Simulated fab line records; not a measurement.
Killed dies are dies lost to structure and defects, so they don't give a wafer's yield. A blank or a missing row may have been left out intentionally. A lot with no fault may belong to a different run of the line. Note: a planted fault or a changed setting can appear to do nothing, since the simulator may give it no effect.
fab line records	flow sky130
[record] lots = 13	wafers = 39	last-day = 50
route steps=708 shown LDD_N@244 LDD_P@263 LDD_HVP@285 PAD_OPEN@708
lots untouched by any fault: they come from a run of this same line in which no faults occurred
start-h: hours from the record's opening day to when the first of the lot's shown wafers began	wait-h: hours elapsed since this lot's preceding step	" the same as in the row above	L1.1+2: a single row standing in for several wafers	- no value, or no start given	* or withheld: withheld	< > ~ a bound
route shown NAME@n: names a module that has steps shown in the file, with the first one's number in the route	usual: average and standard deviation across the fault-free wafers	same: alike in all rows	chamber/n: place in a boat	sites: readings site by site	_std_site: the standard deviation of these	_edge_site: inner sites' mean taken away from outer sites' mean	radius-mm: for every site, how far away it sits from the centre of the wafer	mask NAME#n: copy n	behind: the tool/chamber that last shaped the wafer	hold: reason for holding the lot/hours on hold/outcome of the hold	device: whichever transistor did not switch (one of n, p or np)	end of line: at the end of the route, the tests of the same wafers	a step with no rows: only its recipe	killed: at the first sort, the dies lost to defects and structure; wafer yield is something else	map: per-die view of a wafer (x killed, . not killed, _ where there is no die)
set.NAME: the setting that was run; set.NAME@STEP: the one run at that earlier step	model.NAME: the simulator's own value behind a step, which no gauge read
steps of the route over a sample of lots; a table a step, a row a wafer
services: a tool's chamber out of use, with start hour (start-h, from the record's first day; less than 0 if before it), hours out, and reason
[[steps]]
[step SKY_LDD_N_OVL_MEAS_07]
[usual] LDD_N_OVL = 0.9/1.5
lot.wafer	tool	chamber	start-h	wait-h	LDD_N_OVL[nm]
L849.1	overlay-02	-	412.68	0.1	0.9
L849.5	"	-	"	"	2.1
L849.6	"	-	"	"	1.0
L848.2	overlay-01	-	413.58	0.1	-1.7
L848.3	"	-	"	"	0.8
L848.6	"	-	"	"	-0.4
L853.1	overlay-01	-	444.83	0.1	2.5
L853.2	"	-	"	"	2.3
L853.3	"	-	"	"	3.4
L855.1	overlay-02	-	482.05	0.1	-2.0
L855.3	"	-	"	"	-1.1
L855.5	"	-	"	"	-3.6
L857.1	overlay-01	-	504.50	0.1	1.3
L857.5	"	-	"	"	1.9
L857.6	"	-	"	"	2.4
L858.1	overlay-02	-	509.44	0.1	1.6
L858.2	"	-	"	"	-0.5
L858.6	"	-	"	"	0.5
L860.1	overlay-01	-	512.69	0.1	2.3
L860.2	"	-	"	"	1.6
L860.6	"	-	"	"	2.3
L863.3	overlay-01	-	547.54	0.1	-2.1
L863.5	"	-	"	"	1.3
L863.6	"	-	"	"	-0.5
L864.2	overlay-01	-	548.71	0.1	3.3
L864.4	"	-	"	"	3.3
L864.6	"	-	"	"	3.8
L867.2	overlay-02	-	565.70	0.1	2.5
L867.4	"	-	"	"	1.4
L867.6	"	-	"	"	0.9
L868.1	overlay-01	-	579.08	0.1	0.2
L868.4	"	-	"	"	-0.2
L868.5	"	-	"	"	0.9
L869.2	overlay-02	-	587.53	0.1	-0.2
L869.3	"	-	"	"	-1.0
L869.6	"	-	"	"	0.2
L871.1	overlay-02	-	594.09	0.1	-0.2
L871.4	"	-	"	"	0.4
L871.6	"	-	"	"	0.2
[step SKY_LDD_P_OVL_MEAS_08]
[usual] LDD_P_OVL = 2.4/1.6
lot.wafer	tool	chamber	start-h	wait-h	LDD_P_OVL[nm]
L849.1	overlay-02	-	444.44	0.1	4.3
L849.5	"	-	"	"	4.5
L849.6	"	-	"	"	4.8
L848.2	overlay-02	-	446.45	0.1	0.0
L848.3	"	-	"	"	0.2
L848.6	"	-	"	"	1.6
L853.1	overlay-02	-	477.15	0.1	2.3
L853.2	"	-	"	"	0.7
L853.3	"	-	"	"	0.6
L855.1	overlay-02	-	513.79	0.1	1.5
L855.3	"	-	"	"	2.5
L855.5	"	-	"	"	0.8
L857.1	overlay-01	-	535.84	0.1	4.1
L857.5	"	-	"	"	6.0
L857.6	"	-	"	"	5.8
L858.1	overlay-01	-	541.12	0.1	6.2
L858.2	"	-	"	"	5.7
L858.6	"	-	"	"	5.2
L860.1	overlay-02	-	544.40	0.1	3.6
L860.2	"	-	"	"	4.0
L860.6	"	-	"	"	2.7
L863.3	overlay-01	-	577.54	0.1	2.9
L863.5	"	-	"	"	2.2
L863.6	"	-	"	"	2.0
L864.2	overlay-02	-	585.23	0.1	0.4
L864.4	"	-	"	"	1.8
L864.6	"	-	"	"	2.9
L867.2	overlay-02	-	596.43	0.1	3.2
L867.4	"	-	"	"	1.3
L867.6	"	-	"	"	3.4
L868.1	overlay-02	-	608.33	0.1	-0.3
L868.4	"	-	"	"	1.6
L868.5	"	-	"	"	0.9
L869.2	overlay-02	-	617.44	0.1	1.7
L869.3	"	-	"	"	1.6
L869.6	"	-	"	"	2.8
L871.1	overlay-02	-	624.77	0.1	2.9
L871.4	"	-	"	"	2.0
L871.6	"	-	"	"	0.3
[step SKY_LDD_HVP_OVL_MEAS_07]
[usual] LDD_HVP_OVL = 0.4/1.3
lot.wafer	tool	chamber	start-h	wait-h	LDD_HVP_OVL[nm]
L849.1	overlay-02	-	506.55	0.1	1.0
L849.5	"	-	"	"	2.4
L849.6	"	-	"	"	1.8
L848.2	overlay-02	-	510.05	0.1	0.2
L848.3	"	-	"	"	0.1
L848.6	"	-	"	"	-0.9
L853.1	overlay-01	-	539.62	0.1	-1.6
L853.2	"	-	"	"	-0.7
L853.3	"	-	"	"	-0.5
L855.1	overlay-02	-	574.34	0.1	-1.2
L855.3	"	-	"	"	-2.4
L855.5	"	-	"	"	-2.0
L857.1	overlay-02	-	594.70	0.1	1.5
L857.5	"	-	"	"	0.9
L857.6	"	-	"	"	0.9
L858.1	overlay-02	-	599.92	0.1	0.5
L858.2	"	-	"	"	1.3
L858.6	"	-	"	"	0.0
L860.1	overlay-02	-	603.12	0.1	0.0
L860.2	"	-	"	"	-0.5
L860.6	"	-	"	"	-0.1
L863.3	overlay-01	-	633.98	0.1	0.7
L863.5	"	-	"	"	0.3
L863.6	"	-	"	"	-0.1
L864.2	overlay-01	-	641.80	0.1	1.9
L864.4	"	-	"	"	2.8
L864.6	"	-	"	"	2.3
L867.2	overlay-02	-	655.06	0.1	1.0
L867.4	"	-	"	"	-0.8
L867.6	"	-	"	"	0.7
L868.1	overlay-01	-	665.29	0.1	2.4
L868.4	"	-	"	"	1.3
L868.5	"	-	"	"	1.0
L869.2	overlay-01	-	675.56	0.1	1.9
L869.3	"	-	"	"	2.1
L869.6	"	-	"	"	1.6
L871.1	overlay-02	-	682.85	0.1	-1.0
L871.4	"	-	"	"	-1.5
L871.6	"	-	"	"	-1.1
[step SKY_LDD_HVP_IMPLANT_08]
[recipe] species = B	energy-kev = 20	dose-cm2 = 1.7e+13	tilt-deg = 17.9
[usual] beam-energy-keV = 20.001/0.007	dose-ions-cm2 = 1.7e+13/1.8e+10	tilt-deg = 17.905/0.02
lot.wafer	tool	chamber	start-h	wait-h	beam-energy-keV	dose-ions-cm2	tilt-deg
L849.1	implanter-04	0	506.59	0.0	19.999	1.7043e+13	17.904
L849.5	"	0	"	"	19.996	1.7011e+13	17.882
L849.6	"	0	"	"	20.014	1.6964e+13	17.908
L848.2	implanter-04	0	510.10	0.0	19.999	1.6998e+13	17.909
L848.3	"	0	"	"	20.000	1.6996e+13	17.922
L848.6	"	0	"	"	20.007	1.6992e+13	17.908
L853.1	implanter-04	0	539.65	0.0	20.012	1.7018e+13	17.895
L853.2	"	0	"	"	20.006	1.6994e+13	17.884
L853.3	"	0	"	"	20.006	1.7009e+13	17.898
L855.1	implanter-02	0	574.38	0.0	20.010	1.7014e+13	17.903
L855.3	"	0	"	"	20.005	1.7022e+13	17.875
L855.5	"	0	"	"	19.999	1.7009e+13	17.886
L857.1	implanter-02	0	594.74	0.0	25.283	1.7012e+13	17.937
L857.5	"	0	"	"	25.277	1.7004e+13	17.909
L857.6	"	0	"	"	25.266	1.7003e+13	17.910
L858.1	implanter-01	0	599.95	0.0	19.995	1.7004e+13	17.855
L858.2	"	0	"	"	19.999	1.7035e+13	17.851
L858.6	"	0	"	"	19.991	1.7004e+13	17.849
L860.1	implanter-02	0	603.15	0.0	25.272	1.7022e+13	17.891
L860.2	"	0	"	"	25.278	1.6994e+13	17.912
L860.6	"	0	"	"	25.266	1.6986e+13	17.893
L863.3	implanter-04	0	634.05	0.1	19.999	1.6993e+13	17.922
L863.5	"	0	"	"	20.002	1.6992e+13	17.899
L863.6	"	0	"	"	20.002	1.7002e+13	17.927
L864.2	implanter-04	0	641.85	0.0	20.004	1.7e+13	17.889
L864.4	"	0	"	"	20.011	1.6953e+13	17.894
L864.6	"	0	"	"	20.008	1.698e+13	17.894
L867.2	implanter-01	0	655.11	0.0	20.003	1.7017e+13	17.910
L867.4	"	0	"	"	19.996	1.6983e+13	17.928
L867.6	"	0	"	"	19.997	1.6994e+13	17.931
L868.1	implanter-04	0	665.33	0.0	19.996	1.7003e+13	17.935
L868.4	"	0	"	"	19.996	1.7e+13	17.918
L868.5	"	0	"	"	19.992	1.6978e+13	17.903
L869.2	implanter-02	0	675.61	0.0	19.998	1.7034e+13	17.934
L869.3	"	0	"	"	19.986	1.701e+13	17.886
L869.6	"	0	"	"	19.995	1.6971e+13	17.902
L871.1	implanter-01	0	682.89	0.0	20.005	1.6973e+13	17.968
L871.4	"	0	"	"	20.004	1.6994e+13	17.946
L871.6	"	0	"	"	20.001	1.6987e+13	17.955
[step SKY_LDD_HVP_TW_MEAS_10]
[usual] LDD_HVP_TW = 454/5.7
lot.wafer	tool	chamber	start-h	wait-h	LDD_HVP_TW
L849.1	film-metro-01	-	506.84	0.1	444
L849.5	"	-	"	"	442
L849.6	"	-	"	"	444
L848.2	film-metro-01	-	510.34	0.1	445
L848.3	"	-	"	"	445
L848.6	"	-	"	"	444
L853.1	film-metro-01	-	539.90	0.1	449
L853.2	"	-	"	"	448
L853.3	"	-	"	"	448
L855.1	film-metro-01	-	574.63	0.1	445
L855.3	"	-	"	"	449
L855.5	"	-	"	"	446
L857.1	film-metro-02	-	594.99	0.1	477
L857.5	"	-	"	"	476
L857.6	"	-	"	"	478
L858.1	film-metro-02	-	600.20	0.1	455
L858.2	"	-	"	"	454
L858.6	"	-	"	"	454
L860.1	film-metro-03	-	603.40	0.1	479
L860.2	"	-	"	"	481
L860.6	"	-	"	"	482
L863.3	film-metro-03	-	634.27	0.1	464
L863.5	"	-	"	"	462
L863.6	"	-	"	"	465
L864.2	film-metro-02	-	642.09	0.1	455
L864.4	"	-	"	"	455
L864.6	"	-	"	"	455
L867.2	film-metro-02	-	655.35	0.1	455
L867.4	"	-	"	"	458
L867.6	"	-	"	"	452
L868.1	film-metro-02	-	665.58	0.1	454
L868.4	"	-	"	"	455
L868.5	"	-	"	"	454
L869.2	film-metro-02	-	675.85	0.1	456
L869.3	"	-	"	"	457
L869.6	"	-	"	"	454
L871.1	film-metro-02	-	683.14	0.1	457
L871.4	"	-	"	"	455
L871.6	"	-	"	"	456
[step SKY_PAD_OPEN_PROBE_99]
[usual] killed_at_M0_to_M3 = 44/7.7	killed_at_M4_up = 3.0/1.9	killed-at-contacts = 25/5.6	killed-at-front-end = 15/4.6	killed-at-other = 0.3/0.47	killed-dies = 86/9.9	killed-open = 47/7.4	killed-short = 39/5.9
[same] gross-dies = 492	killed-at-back-side = 0
lot.wafer	tool	chamber	start-h	wait-h	killed_at_M0_to_M3	killed_at_M4_up	killed-at-contacts	killed-at-front-end	killed-at-other	killed-dies	killed-open	killed-short
L863.3	prober-01	-	1169.15	0.2	46	3	18	17	0	84	52	32
L863.5	prober-01	-	1169.25	0.2	43	3	21	15	0	82	42	40
L863.6	prober-01	-	1169.30	0.2	56	0	22	26	0	104	56	44
L864.2	prober-02	-	1176.48	0.1	37	2	24	22	0	85	38	47
L864.4	prober-02	-	1176.58	0.2	41	4	25	8	1	79	47	32
L864.6	prober-02	-	1176.68	0.2	34	4	25	10	1	74	44	30
L867.2	prober-01	-	1183.06	0.1	39	2	28	18	0	87	45	42
L867.4	prober-01	-	1183.16	0.2	28	2	29	18	0	77	42	35
L867.6	prober-01	-	1183.26	0.2	43	2	14	15	0	74	39	35
L868.1	prober-02	-	1189.91	0.1	41	6	25	9	0	81	49	32
L868.5	prober-02	-	1190.11	0.2	40	1	24	11	2	78	37	41
// killed by level:class
L863.3 CONTACT:geometric-particle:open=9 VIA2:geometric-particle:open=9 VIA1:geometric-particle:open=8 POLY_GATE:geometric-particle:open=7 VIA3:geometric-particle:open=7 METAL2:geometric-particle:short=6 METAL1:geometric-particle:short=5 POLY_GATE:geometric-particle:short=4
L863.5 CONTACT:geometric-particle:open=9 VIA1:geometric-particle:open=9 VIA3:geometric-particle:open=8 POLY_GATE:geometric-particle:short=6 VIA1:geometric-particle:short=5 VIA3:geometric-particle:short=5 FIELD_ISO:geometric-particle:short=4 LI_CONTACT:geometric-particle:open=4
L863.6 VIA1:geometric-particle:open=10 VIA3:geometric-particle:short=10 POLY_GATE:geometric-particle:open=8 VIA3:geometric-particle:open=8 FIELD_ISO:geometric-particle:open=6 LOCAL_INTERCONNECT:geometric-particle:short=6 CONTACT:geometric-particle:open=6 METAL3:geometric-particle:short=5
L864.2 CONTACT:geometric-particle:open=11 FIELD_ISO:geometric-particle:short=7 METAL1:geometric-particle:short=7 VIA2:geometric-particle:open=6 VIA1:geometric-particle:open=6 FIELD_ISO:geometric-particle:open=4 POLY_GATE:geometric-particle:short=4 POLY_GATE:geometric-particle:open=4
L864.4 VIA1:geometric-particle:open=13 CONTACT:geometric-particle:open=12 VIA3:geometric-particle:open=7 VIA2:geometric-particle:open=5 LI_CONTACT:geometric-particle:open=4 LOCAL_INTERCONNECT:geometric-particle:short=4 VIA1:geometric-particle:short=4 FIELD_ISO:geometric-particle:short=3
L864.6 VIA1:geometric-particle:open=13 LI_CONTACT:geometric-particle:open=7 CONTACT:geometric-particle:open=7 LI_CONTACT:geometric-particle:short=5 VIA3:geometric-particle:open=5 VIA2:geometric-particle:open=4 METAL2:geometric-particle:short=4 LOCAL_INTERCONNECT:geometric-particle:short=3
L867.2 LI_CONTACT:geometric-particle:open=8 CONTACT:geometric-particle:open=7 VIA3:geometric-particle:open=6 VIA1:geometric-particle:open=6 LI_CONTACT:geometric-particle:short=5 METAL2:geometric-particle:short=5 FIELD_ISO:geometric-particle:short=4 POLY_GATE:geometric-particle:open=4
L867.4 LI_CONTACT:geometric-particle:open=13 CONTACT:geometric-particle:open=6 CONTACT:geometric-particle:short=6 FIELD_ISO:geometric-particle:short=5 METAL2:geometric-particle:short=5 VIA2:geometric-particle:open=5 VIA3:geometric-particle:open=5 POLY_GATE:geometric-particle:short=4
L867.6 VIA3:geometric-particle:open=9 METAL1:geometric-particle:short=8 LI_CONTACT:geometric-particle:open=7 VIA2:geometric-particle:open=7 FIELD_ISO:geometric-particle:short=5 CONTACT:geometric-particle:open=5 VIA1:geometric-particle:open=5 METAL2:geometric-particle:short=4
L868.1 VIA1:geometric-particle:open=13 LI_CONTACT:geometric-particle:open=9 VIA2:geometric-particle:open=8 CONTACT:geometric-particle:short=6 CONTACT:geometric-particle:open=5 VIA3:geometric-particle:open=5 METAL2:geometric-particle:short=4 METAL4:geometric-particle:short=4
L868.5 VIA3:geometric-particle:open=8 VIA1:geometric-particle:open=7 METAL2:geometric-particle:short=7 LI_CONTACT:geometric-particle:short=6 CONTACT:geometric-particle:short=6 FIELD_ISO:geometric-particle:open=5 LI_CONTACT:geometric-particle:open=5 VIA2:geometric-particle:short=5
[[services]]
tool	chamber	start-h	hours	kind
implanter-01	-	491.95	2.7	repair
implanter-02	-	505.58	1.1	repair
implanter-01	-	538.82	17.4	repair
implanter-01	-	556.25	4.1	pm
implanter-01	-	565.25	24.1	pm
implanter-04	-	592.82	1.1	repair
implanter-01	-	666.48	1.6	repair
[[key]]
[first-sign] step = SKY_LDD_HVP_IMPLANT_08	reading = beam-energy-keV	direction = up	sigmas = 99+	usual = *	struck = *
[effect] step = SKY_LDD_HVP_TW_MEAS_10	reading = LDD_HVP_TW	direction = up	sigmas = 4.4	usual = 454	struck = 479
met-at SKY_LDD_HVP_IMPLANT_08
struck-lots L857,L860
tester-left-out L857,L860
not-acting-at SKY_LDD_N_OVL_MEAS_07,SKY_LDD_P_OVL_MEAS_08,SKY_LDD_HVP_OVL_MEAS_07
onset-between 574.38 594.74
[fault] kind = process-parameter-drift	tool = implanter-02	chamber = -	onset-h = 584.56	steps = SKY_LDD_HVP_IMPLANT_08	channel = energy-kev	offset = *	shape = step	end-h = 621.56	acts-in = *	stated = *
// tester-left-out: of these lots the tester's yield and bins aren't shown, on N5 and GAA mostly nor the transistor test; their killed dies are dies lost to structure and defects alone, not to doping, threshold or leakage, so they don't give the yield
